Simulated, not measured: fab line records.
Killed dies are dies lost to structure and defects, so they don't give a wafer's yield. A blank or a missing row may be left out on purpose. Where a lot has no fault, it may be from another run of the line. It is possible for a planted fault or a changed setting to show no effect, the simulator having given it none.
fab line records	flow sky130
record lots=12	wafers=36	last_day=50
route steps=708 shown POLY_CUT@317 SD_P@324 LI_CONTACT@363
lots with no fault: from the same line, run without faults
start_h: hours from the record's opening day to when the first of the lot's shown wafers began	wait_h: hours since the lot's step before	" the same as in the row above	L1.1+2: one row covering several wafers at once	- no value, or no start given	* or withheld: withheld	< > ~ a bound
route shown NAME@n: a module of which the file shows steps, and the number in the route of the first	usual: mean and standard deviation over wafers with no fault	same: alike in all rows	chamber/n: place in a boat	sites: each site's reading	_std_site: standard deviation of those values	_edge_site: outer sites' mean less inner sites'	radius_mm: how far each site lies from the wafer's centre	mask NAME#n: copy n	behind: the most recent tool/chamber to have shaped the wafer	hold: the reason the lot was held/the length of the hold in hours/how it ended	device: names the non-switching transistor (n, p or np)	end of line: the same wafers' tests at the end of the route	a step given without rows: its recipe and nothing more	killed: not the wafer's yield, but the dies lost to structure and defects at the first sort	map: per-die view of a wafer (x killed, . not killed, _ where there is no die)
set.NAME: the setting that was run; set.NAME@STEP: the one run at that earlier step	model.NAME: the simulator's own value behind a step, which no gauge read
steps of the route over a sample of lots; a table a step, a row a wafer
services: when a tool's chamber went out of use (start_h, in hours from the record's first day, below 0 if earlier), for how many hours, and the reason
## steps
# step SKY_POLY_CUT_ETCH_10
# recipe chemistry=N2/H2	target=BARC	ion_energy_ev=200	source_w=500	bias_w=100	pressure_mtorr=30	n2_flow_sccm=100	h2_flow_sccm=200	stop_on=SiO2	time_s=45.9	target_depth_a=600
# usual drypump_motor_current_A=5.6/0.39	oes_product_au=0.855/0.0052	rf_fwd_power_W=494.6/2.4	throttle_valve_pct=13.225/0.0095
# same time_s=45.9
lot.wafer	tool	chamber	start_h	wait_h	drypump_motor_current_A	oes_product_au	rf_fwd_power_W	rf_hours_counter_h	throttle_valve_pct
L193.3	rie_diel-01	0	550.93	0.0	5.6	0.853	495.0	41	13.209
L193.4	"	3	"	"	5.6	0.859	495.0	39	13.209
L193.5	"	0	"	"	5.6	0.854	495.4	-	13.221
L194.4	rie_diel-02	2	572.22	0.0	5.9	0.848	493.5	43	13.221
L194.5	"	0	"	"	6.8	0.860	494.6	-	13.211
L194.6	"	1	"	"	6.3	0.854	494.5	-	13.223
L195.1	rie_diel-01	2	572.58	0.0	5.4	0.866	493.2	6	13.239
L195.3	"	1	"	"	5.7	0.856	497.4	3	13.225
L195.5	"	2	"	"	5.4	0.859	493.6	-	13.235
L196.3	rie_diel-01	3	591.27	0.0	5.6	0.861	495.5	40	13.227
L196.5	"	1	"	"	5.7	0.855	496.3	-	13.209
L196.6	"	0	"	"	5.6	0.851	495.3	-	13.248
L197.1	rie_diel-03	0	592.28	0.0	6.0	0.857	496.7	4	13.221
L197.4	"	3	"	"	5.5	0.857	492.0	0	13.225
L197.5	"	0	"	"	6.0	0.851	498.0	-	13.229
L198.1	rie_diel-03	1	610.32	0.0	5.0	0.856	496.3	2	13.220
L198.3	"	0	"	"	6.0	0.848	495.2	4	13.234
L198.5	"	3	"	"	5.5	0.852	492.2	-	13.227
L199.2	rie_diel-01	3	613.07	0.0	5.6	0.860	496.7	41	13.225
L199.3	"	1	"	"	5.7	0.850	496.2	4	13.219
L199.6	"	3	"	"	5.6	0.855	498.8	-	13.214
L200.1	rie_diel-03	3	621.08	0.0	5.5	0.858	493.8	1	13.240
L200.2	"	2	"	"	5.4	0.859	492.1	4	13.232
L200.4	"	0	"	"	6.0	0.864	497.2	-	13.223
L206.2	rie_diel-03	3	669.27	0.0	5.5	0.854	492.2	2	13.229
L206.3	"	1	"	"	5.0	0.863	497.8	3	13.235
L206.5	"	2	"	"	5.4	0.860	493.9	-	13.232
L210.1	rie_diel-02	2	705.62	0.0	5.8	0.855	492.9	46	13.211
L210.2	"	0	"	"	6.8	0.853	493.2	2	13.238
L210.3	"	1	"	"	6.3	0.852	492.9	7	13.228
L214.2	rie_diel-01	1	727.13	0.0	5.7	0.858	492.8	8	13.229
L214.3	"	3	"	"	5.6	0.845	496.4	43	13.222
L214.5	"	0	"	"	5.5	0.853	495.7	-	13.223
L216.1	rie_diel-03	3	747.42	0.0	5.5	0.857	491.1	3	13.221
L216.5	"	2	"	"	5.4	0.842	494.5	-	13.234
L216.6	"	3	"	"	5.5	0.849	491.1	-	13.232
# step SKY_SD_P_EXPOSE_04
# recipe mask_id=PSDM	na=0.6	source_shape=conventional	sigma_outer=0.6	polarization=unpolarized	target_cd_nm=380	dose_mj=138
lot.wafer	tool	chamber	start_h	wait_h	mask
L193.3+4+5	iline_stepper-02	0	566.64	-	PSDM#0
L194.4+5+6	iline_stepper-02	0	587.68	-	PSDM#0
L195.1+3+5	iline_stepper-02	0	587.91	-	PSDM#0
L196.3+5+6	iline_stepper-02	0	606.06	-	PSDM#0
L197.1+4+5	iline_stepper-02	0	607.46	-	PSDM#0
L198.1+3+5	iline_stepper-01	0	624.03	-	PSDM#0
L199.2+3+6	iline_stepper-02	0	626.67	-	PSDM#0
L200.1+2+4	iline_stepper-02	0	635.44	-	PSDM#0
L206.2+3+5	iline_stepper-02	0	683.62	-	PSDM#0
L210.1+2+3	iline_stepper-02	0	718.68	-	PSDM#0
L214.2+3+5	iline_stepper-01	0	740.52	-	PSDM#0
L216.1+5+6	iline_stepper-01	0	761.58	-	PSDM#0
# step SKY_SD_P_OVL_MEAS_08
# usual SD_P_OVL=-1.2/1.6
lot.wafer	tool	chamber	start_h	wait_h	SD_P_OVL[nm]
L193.3	overlay-02	-	580.80	0.1	-2.2
L193.4	"	-	"	"	-2.5
L193.5	"	-	"	"	-2.7
L194.4	overlay-01	-	602.44	0.1	1.4
L194.5	"	-	"	"	-0.8
L194.6	"	-	"	"	-0.5
L195.1	overlay-01	-	602.72	0.1	-0.9
L195.3	"	-	"	"	-0.2
L195.5	"	-	"	"	-0.3
L196.3	overlay-01	-	620.06	0.1	-4.0
L196.5	"	-	"	"	-3.0
L196.6	"	-	"	"	-4.6
L197.1	overlay-01	-	621.27	0.1	-0.5
L197.4	"	-	"	"	-1.6
L197.5	"	-	"	"	0.1
L198.1	overlay-01	-	638.32	0.1	1.2
L198.3	"	-	"	"	2.0
L198.5	"	-	"	"	1.2
L199.2	overlay-01	-	640.83	0.1	1.0
L199.3	"	-	"	"	-0.4
L199.6	"	-	"	"	-0.2
L200.1	overlay-02	-	648.97	0.1	-1.7
L200.2	"	-	"	"	-1.7
L200.4	"	-	"	"	-3.7
L206.2	overlay-02	-	697.50	0.1	68.8
L206.3	"	-	"	"	68.4
L206.5	"	-	"	"	69.3
L210.1	overlay-01	-	732.35	0.1	72.1
L210.2	"	-	"	"	68.9
L210.3	"	-	"	"	70.2
L214.2	overlay-02	-	753.73	0.1	-1.1
L214.3	"	-	"	"	-2.8
L214.5	"	-	"	"	-2.1
L216.1	overlay-02	-	774.37	0.1	-2.4
L216.5	"	-	"	"	-0.2
L216.6	"	-	"	"	-2.6
# step SKY_LI_CONTACT_THK_MEAS_01
# recipe reads=PSG_of_LI_CONTACT_HDPCVD_00
# usual LI_CONTACT_HDPCVD_THK=930/12
lot.wafer	tool	chamber	start_h	wait_h	LI_CONTACT_HDPCVD_THK[nm]
L193.3	film_metro-01	-	639.85	0.1	943
L193.4	"	-	"	"	938
L193.5	"	-	"	"	949
L194.4	film_metro-01	-	659.86	0.0	896
L194.5	"	-	"	"	922
L194.6	"	-	"	"	938
L195.1	film_metro-01	-	660.93	0.1	924
L195.3	"	-	"	"	905
L195.5	"	-	"	"	903
L196.3	film_metro-03	-	678.20	0.1	927
L196.5	"	-	"	"	931
L196.6	"	-	"	"	923
L197.1	film_metro-01	-	679.43	0.1	918
L197.4	"	-	"	"	929
L197.5	"	-	"	"	940
L198.1	film_metro-03	-	696.03	0.1	944
L198.3	"	-	"	"	920
L198.5	"	-	"	"	944
L199.2	film_metro-01	-	698.38	0.1	932
L199.3	"	-	"	"	927
L199.6	"	-	"	"	914
L200.1	film_metro-01	-	705.62	0.1	930
L200.2	"	-	"	"	931
L200.4	"	-	"	"	938
L206.2	film_metro-02	-	751.88	0.1	928
L206.3	"	-	"	"	935
L206.5	"	-	"	"	947
L210.1	film_metro-01	-	786.07	0.1	917
L210.2	"	-	"	"	942
L210.3	"	-	"	"	907
L214.2	film_metro-03	-	807.78	0.1	943
L214.3	"	-	"	"	902
L214.5	"	-	"	"	924
L216.1	film_metro-01	-	829.08	0.1	938
L216.5	"	-	"	"	945
L216.6	"	-	"	"	908
# step SKY_LI_CONTACT_STRIP_16
# recipe chemistry=O2/N2	power_w=1400	pressure_mtorr=1500	platen_temp_c=withheld	o2_flow_sccm=3000	n2_flow_sccm=300	overash_fraction=0.5
# usual drypump_motor_current_A=5.9/0.61	oes_product_au=0.376/0.0054	strip_time_to_endpoint_s=3.50/0.04
lot.wafer	tool	chamber	start_h	wait_h	drypump_motor_current_A	oes_product_au	rf_hours_counter_h	strip_time_to_endpoint_s
L193.3	plasma_asher-04	1	669.78	-	6.1	0.375	-	3.50
L193.4	"	0	"	"	6.7	0.382	-	3.52
L193.5	"	1	"	"	6.1	0.380	-	3.52
L194.4	plasma_asher-02	1	688.08	-	6.7	0.375	-	3.60
L194.5	"	1	"	"	6.7	0.388	-	3.50
L194.6	"	0	"	"	5.5	0.376	-	3.55
L195.1	plasma_asher-02	1	690.10	-	6.7	0.379	98	3.51
L195.3	"	0	"	"	5.5	0.376	-	3.55
L195.5	"	1	"	"	6.7	0.368	-	3.53
L196.3	plasma_asher-04	0	706.93	-	6.6	0.372	-	3.45
L196.5	"	1	"	"	6.1	0.378	-	3.51
L196.6	"	0	"	"	6.7	0.379	-	3.49
L197.1	plasma_asher-03	0	707.92	-	5.1	0.375	25	3.51
L197.4	"	1	"	"	5.5	0.370	-	3.49
L197.5	"	0	"	"	5.1	0.368	-	3.52
L198.1	plasma_asher-03	0	723.15	-	5.1	0.381	26	3.54
L198.3	"	1	"	"	5.5	0.386	-	3.55
L198.5	"	1	"	"	5.5	0.380	-	3.51
L199.2	plasma_asher-02	1	726.40	-	6.7	0.374	102	3.48
L199.3	"	1	"	"	6.7	0.379	-	3.50
L199.6	"	0	"	"	5.5	0.376	-	3.55
L200.1	plasma_asher-02	0	733.21	-	5.5	0.378	103	3.49
L200.2	"	1	"	"	6.6	0.384	103	3.54
L200.4	"	1	"	"	6.7	0.375	-	3.54
L206.2	plasma_asher-04	1	778.70	-	6.1	0.383	64	3.54
L206.3	"	0	"	"	6.7	0.372	-	3.49
L206.5	"	0	"	"	6.7	0.385	-	3.53
L210.1	plasma_asher-04	1	813.36	-	6.1	0.372	68	3.54
L210.2	"	0	"	"	6.7	0.368	68	3.45
L210.3	"	1	"	"	6.1	0.373	-	3.51
L214.2	plasma_asher-04	1	835.30	-	6.1	0.384	70	3.48
L214.3	"	0	"	"	6.7	0.375	-	3.56
L214.5	"	1	"	"	6.1	0.385	-	3.56
L216.1	plasma_asher-03	0	856.00	-	5.1	0.381	40	3.55
L216.5	"	1	"	"	5.5	0.378	-	3.49
L216.6	"	0	"	"	5.1	0.372	-	3.48
## services
tool	chamber	start_h	hours	kind
iline_stepper-01	-	569.67	1.7	pm
rie_diel-03	-	577.24	0.5	repair
rie_diel-01	-	593.50	1.2	repair
rie_diel-03	1	614.17	24.2	repair
rie_diel-03	1	639.47	10.1	repair
rie_diel-01	3	641.79	8.6	repair
iline_stepper-02	-	647.28	2.1	pm
rie_diel-01	0	666.30	5.0	repair
rie_diel-01	2	676.36	3.9	repair
rie_diel-01	0	680.42	3.5	repair
rie_diel-03	0	707.39	6.2	repair
rie_diel-01	3	708.00	5.0	repair
rie_diel-03	3	716.67	3.8	repair
iline_stepper-02	-	723.69	1.7	pm
plasma_asher-02	-	733.75	9.0	pm
rie_diel-03	0	744.74	3.4	repair
rie_diel-03	0	753.20	2.8	repair
rie_diel-03	-	770.86	0.6	repair
rie_diel-03	3	783.68	11.3	repair
rie_diel-03	3	800.81	5.6	repair
rie_diel-03	3	806.83	8.4	repair
plasma_asher-02	-	811.35	2.1	repair
rie_diel-01	3	824.57	10.7	repair
plasma_asher-02	-	829.08	2.8	pm
## key
first_sign step=SKY_SD_P_OVL_MEAS_08	reading=SD_P_OVL	direction=up	sigmas=44	usual=-1.2	struck=69.6
effect none on later readings
met_at SKY_SD_P_EXPOSE_04
struck_lots L206,L210
tester_left_out L206,L210
not_acting_at SKY_POLY_CUT_ETCH_10,SKY_LI_CONTACT_THK_MEAS_01,SKY_LI_CONTACT_STRIP_16
onset_between 635.44 683.62
fault kind=scanner_matching_overlay	tool=iline_stepper-02	chamber=-	onset_h=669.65	steps=SKY_SD_P_EXPOSE_04	offset=70.548
# tester_left_out: of these lots the tester's yield and bins aren't shown, on N5 and GAA mostly nor the transistor test; their killed dies are dies lost to structure and defects alone, not to doping, threshold or leakage, so they don't give the yield
